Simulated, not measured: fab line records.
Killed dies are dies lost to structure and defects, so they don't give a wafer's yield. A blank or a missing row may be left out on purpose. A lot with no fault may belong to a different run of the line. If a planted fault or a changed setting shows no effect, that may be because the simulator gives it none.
Which tool is to blame? | flow gf180mcu | 33 wafers from 11 lots sampled at 4 of the route's 602 steps

## WHAT EACH GAUGE READ, for each wafer
GF_PSD_TW_MEAS_11.
lot  | measured     | on            | PSD_TW
L901 | day 15 13:55 | film metro-02 | 3202 3196 3204
L903 | day 16 06:14 | film metro-02 | 3335 3330 3349
L906 | day 17 08:25 | film metro-02 | 3323 3315 3335
L907 | day 17 13:40 | film metro-02 | 3331 3304 3309
L908 | day 18 00:04 | film metro-02 | 3194 3208 3202
L913 | day 19 20:46 | film metro-03 | 3178 3174 3167
L914 | day 20 04:57 | film metro-01 | 3166 3184 3153
L916 | day 20 20:46 | film metro-03 | 3168 3189 3179
L917 | day 21 10:22 | film metro-01 | 3172 3165 3167
L919 | day 21 19:52 | film metro-01 | 3177 3181 3176
L920 | day 22 04:08 | film metro-02 | 3198 3216 3189

## EACH LOT AND THE TOOL THAT RAN IT (in order: tool; ch and the chambers of the sampled wafers; start)
lot  | GF_POLY_GATE_ETCH_13             | GF_PSD_IMPLANT_09               | GF_PSD_STRIP_10
L901 | rie si-02 ch 0,2, day 10 08:25   | implanter-04 ch 0, day 15 13:40 | plasma asher-04 ch 0, day 15 13:49
L903 | rie si-01 ch 0,1,2, day 10 21:55 | implanter-04 ch 0, day 16 06:02 | plasma asher-04 ch 0,1, day 16 06:08
L906 | rie si-02 ch 0,3, day 11 19:22   | implanter-04 ch 0, day 17 08:10 | plasma asher-03 ch 0,1, day 17 08:19
L907 | rie si-02 ch 0,1,3, day 12 00:16 | implanter-04 ch 0, day 17 13:25 | plasma asher-01 ch 0,1, day 17 13:34
L908 | rie si-01 ch 0,1,2, day 12 10:34 | implanter-03 ch 0, day 17 23:50 | plasma asher-03 ch 0,1, day 17 23:58
L913 | rie si-02 ch 0,2,3, day 13 20:43 | implanter-04 ch 0, day 19 20:32 | plasma asher-03 ch 1, day 19 20:40
L914 | rie si-01 ch 0,1,3, day 14 05:22 | implanter-04 ch 0, day 20 04:42 | plasma asher-03 ch 0,1, day 20 04:51
L916 | rie si-02 ch 1,3, day 14 21:01   | implanter-01 ch 0, day 20 20:32 | plasma asher-01 ch 0,1, day 20 20:39
L917 | rie si-01 ch 0,1,3, day 15 07:58 | implanter-01 ch 0, day 21 10:08 | plasma asher-03 ch 0,1, day 21 10:16
L919 | rie si-01 ch 1,2,3, day 15 18:10 | implanter-01 ch 0, day 21 19:37 | plasma asher-03 ch 0,1, day 21 19:46
L920 | rie si-02 ch 0,1,2, day 16 01:26 | implanter-04 ch 0, day 22 03:56 | plasma asher-03 ch 0,1, day 22 04:02
- GF_POLY_GATE_ETCH_13: etches poly-Si in HBr/Cl2, stops on SiO2, target depth 198.5 nm, time 69.6 s.
- GF_PSD_IMPLANT_09
- GF_PSD_STRIP_10: strips in O2/N2.

## THE ANSWER, worked out from the rows above alone
Rule: the lots themselves supply what counts as usual. Put in order of their means at a reading, lots are off if they are a third of the lots or fewer, leave a main group of 4 or more, and stand apart from it by a gap of 3 or more times the standard deviation of the main group's means; of several such gaps the widest counts. A main group whose means are all the same, to the digits that the tables above print for the reading, isn't used. Also off: a lot with no number at a reading for which 4 or more lots have one. Any other lot the step has rows for is counted as sound.
Off: at GF_PSD_TW_MEAS_11 (PSD_TW), L903, L906, L907. Main group: mean 3184, sd 14.
If a tool, at a process step before that reading, ran all the lots that are off and no sound lot after the first of them, it fits. Gauges at GF_PSD_TW_MEAS_11: tried the same way as those tools. Of those tried, none fits.

## WHAT THE SIMULATOR HAD PUT IN
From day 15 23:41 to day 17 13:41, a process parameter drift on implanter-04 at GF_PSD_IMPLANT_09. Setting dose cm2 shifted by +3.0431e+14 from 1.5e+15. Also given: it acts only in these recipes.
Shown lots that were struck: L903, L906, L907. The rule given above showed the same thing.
